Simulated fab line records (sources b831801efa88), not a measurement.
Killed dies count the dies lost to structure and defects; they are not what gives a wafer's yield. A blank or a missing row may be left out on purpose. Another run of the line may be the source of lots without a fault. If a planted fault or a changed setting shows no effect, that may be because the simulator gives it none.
Lot-split experiment :: flow sfqLine :: 5 lots, 23 wafers read, on a route of 325 steps

## ON THE SPLIT
At SFQ_TRILAYER_M7_LITHO_EXPOSE_178 (exposes mask M7, target cd 500 nm), the setting doseMj was moved away from the recipe's 14.4 on 11 of the 23 wafers read, by -6.5% to +2.0%. The other wafers ran this setting at the recipe's value.

## FROM THE SPLIT TO THE READING: what the file shows between them, 3 steps
- SFQ_TRILAYER_M7_LITHO_PEB_180: peb time 60 s
- SFQ_TRILAYER_M7_LITHO_DEVELOP_179: time 60 s
- SFQ_TRILAYER_M7_BARC_OPEN_METAL_ETCH_229: etches BARC in O2, target depth 125 nm, time 41.7 s

## THE READING
M7.cdNm (the simulator's own value, which no gauge read), in nm, at SFQ_TRILAYER_M7_ETCH_METAL_ETCH_180 (etches Nb in Cl2/Ar, stops on SiO2, target depth 240 nm, time 120 s). The file gives no usual value for it. Average 500.4 nm, standard deviation 2 nm, over the 12 wafers here run with the recipe.

wafer: L074.1
tool, chamber at the split: krfScanner-01, 0
doseMj as run: 14.4
against the recipe: recipe
M7.cdNm, nm: 502.1
against lot-mates on the recipe: -

wafer: L074.2
tool, chamber at the split: krfScanner-01, 0
doseMj as run: 13.46
against the recipe: -6.5%
M7.cdNm, nm: 508
against lot-mates on the recipe: +7.5

wafer: L074.3
tool, chamber at the split: krfScanner-01, 0
doseMj as run: 14.4
against the recipe: recipe
M7.cdNm, nm: 498.7
against lot-mates on the recipe: -

wafer: L074.4
tool, chamber at the split: krfScanner-01, 0
doseMj as run: 14.4
against the recipe: recipe
M7.cdNm, nm: 500.7
against lot-mates on the recipe: -

wafer: L074.5
tool, chamber at the split: krfScanner-01, 0
doseMj as run: 13.46
against the recipe: -6.5%
M7.cdNm, nm: 509.9
against lot-mates on the recipe: +9.4

wafer: L077.1
tool, chamber at the split: krfScanner-02, 0
doseMj as run: 14.69
against the recipe: +2.0%
M7.cdNm, nm: 499.4
against lot-mates on the recipe: -3.7

wafer: L077.3
tool, chamber at the split: krfScanner-02, 0
doseMj as run: 14.69
against the recipe: +2.0%
M7.cdNm, nm: 499.4
against lot-mates on the recipe: -3.7

wafer: L077.4
tool, chamber at the split: krfScanner-02, 0
doseMj as run: 14.4
against the recipe: recipe
M7.cdNm, nm: 503.4
against lot-mates on the recipe: -

wafer: L077.5
tool, chamber at the split: krfScanner-02, 0
doseMj as run: 14.69
against the recipe: +2.0%
M7.cdNm, nm: 497.7
against lot-mates on the recipe: -5.4

wafer: L077.6
tool, chamber at the split: krfScanner-02, 0
doseMj as run: 14.4
against the recipe: recipe
M7.cdNm, nm: 502.8
against lot-mates on the recipe: -

wafer: L078.1
tool, chamber at the split: krfScanner-02, 0
doseMj as run: 13.61
against the recipe: -5.5%
M7.cdNm, nm: 508.5
against lot-mates on the recipe: +10.9

wafer: L078.2
tool, chamber at the split: krfScanner-02, 0
doseMj as run: 14.4
against the recipe: recipe
M7.cdNm, nm: 496.9
against lot-mates on the recipe: -

wafer: L078.3
tool, chamber at the split: krfScanner-02, 0
doseMj as run: 13.61
against the recipe: -5.5%
M7.cdNm, nm: 507.6
against lot-mates on the recipe: +10.0

wafer: L078.5
tool, chamber at the split: krfScanner-02, 0
doseMj as run: 13.61
against the recipe: -5.5%
M7.cdNm, nm: 505.8
against lot-mates on the recipe: +8.2

wafer: L078.6
tool, chamber at the split: krfScanner-02, 0
doseMj as run: 14.4
against the recipe: recipe
M7.cdNm, nm: 498.3
against lot-mates on the recipe: -

wafer: L080.2
tool, chamber at the split: krfScanner-02, 0
doseMj as run: 14.4
against the recipe: recipe
M7.cdNm, nm: 499.5
against lot-mates on the recipe: -

wafer: L080.5
tool, chamber at the split: krfScanner-02, 0
doseMj as run: 14.4
against the recipe: recipe
M7.cdNm, nm: 498.3
against lot-mates on the recipe: -

wafer: L080.6
tool, chamber at the split: krfScanner-02, 0
doseMj as run: 14.4
against the recipe: recipe
M7.cdNm, nm: 499.9
against lot-mates on the recipe: -

wafer: L083.1
tool, chamber at the split: krfScanner-02, 0
doseMj as run: 13.94
against the recipe: -3.2%
M7.cdNm, nm: 506.7
against lot-mates on the recipe: +4.6

wafer: L083.2
tool, chamber at the split: krfScanner-02, 0
doseMj as run: 14.4
against the recipe: recipe
M7.cdNm, nm: 502.7
against lot-mates on the recipe: -

wafer: L083.3
tool, chamber at the split: krfScanner-02, 0
doseMj as run: 13.94
against the recipe: -3.2%
M7.cdNm, nm: 507.5
against lot-mates on the recipe: +5.4

wafer: L083.5
tool, chamber at the split: krfScanner-02, 0
doseMj as run: 13.94
against the recipe: -3.2%
M7.cdNm, nm: 506.3
against lot-mates on the recipe: +4.2

wafer: L083.6
tool, chamber at the split: krfScanner-02, 0
doseMj as run: 14.4
against the recipe: recipe
M7.cdNm, nm: 501.6
against lot-mates on the recipe: -

THE FIT
A straight line over all 23 wafers: M7.cdNm changes by -1.29 nm for each +1% of doseMj; r = -0.89; the points scatter about the line by 1.9 nm.
The same after taking each lot's own level away (the mean of its wafers on the recipe; 23 wafers): -1.6 nm for each +1%; r = -0.97; scatter 1.2 nm.
On that fit, the largest move of doseMj shifts the reading by 10 nm.
The lots' own levels span 497.60 to 503.10 nm, that is 2.7 times the standard deviation above.
So the lot-to-lot level changes the slope: the two fits differ.
Check: with one of the wafers moved furthest among these (-6.5%) left out of the fit, the line predicts +10.8 nm for it against its lot-mates. It came out at +7.5 nm against them.

## FURTHER SPLITS ON THESE WAFERS
Before the reading, these wafers also passed through other splits. Each is held against what the fit with the lots' levels taken away leaves over:
other split on the same wafers: SFQ_TRILAYER_M6_LITHO_COAT_159 resistThkNm
wafers away from the commonest value: 6
r with M7.cdNm (lot level and that fit taken away): +0.27

other split on the same wafers: SFQ_TRILAYER_I6_VIA_LITHO_COAT_169 spinRpm
wafers away from the commonest value: 10
r with M7.cdNm (lot level and that fit taken away): +0.15

other split on the same wafers: SFQ_TRILAYER_M7_LITHO_COAT_182 spinRpm
wafers away from the commonest value: 8
r with M7.cdNm (lot level and that fit taken away): +0.06

## THE WHOLE CHAIN: every reading that the file lists as answering this split, in the file's order
step: SFQ_TRILAYER_M7_BARC_OPEN_METAL_ETCH_229
what it does: etches BARC in O2, target depth 125 nm, time 41.7 s
reading: M7.cdNm (the simulator's own value, which no gauge read)
change (the file's fit): -1.6 nm for each +1% of the setting
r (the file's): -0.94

step: SFQ_TRILAYER_M7_ETCH_METAL_ETCH_180
what it does: etches Nb in Cl2/Ar, stops on SiO2, target depth 240 nm, time 120 s
reading: M7.cdNm (the simulator's own value, which no gauge read)
change (the file's fit): -1.52 nm for each +1% of the setting
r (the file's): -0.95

## FILE'S OWN FIT
M7.cdNm changes by -1.52 nm for each +1% of doseMj, r = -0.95.
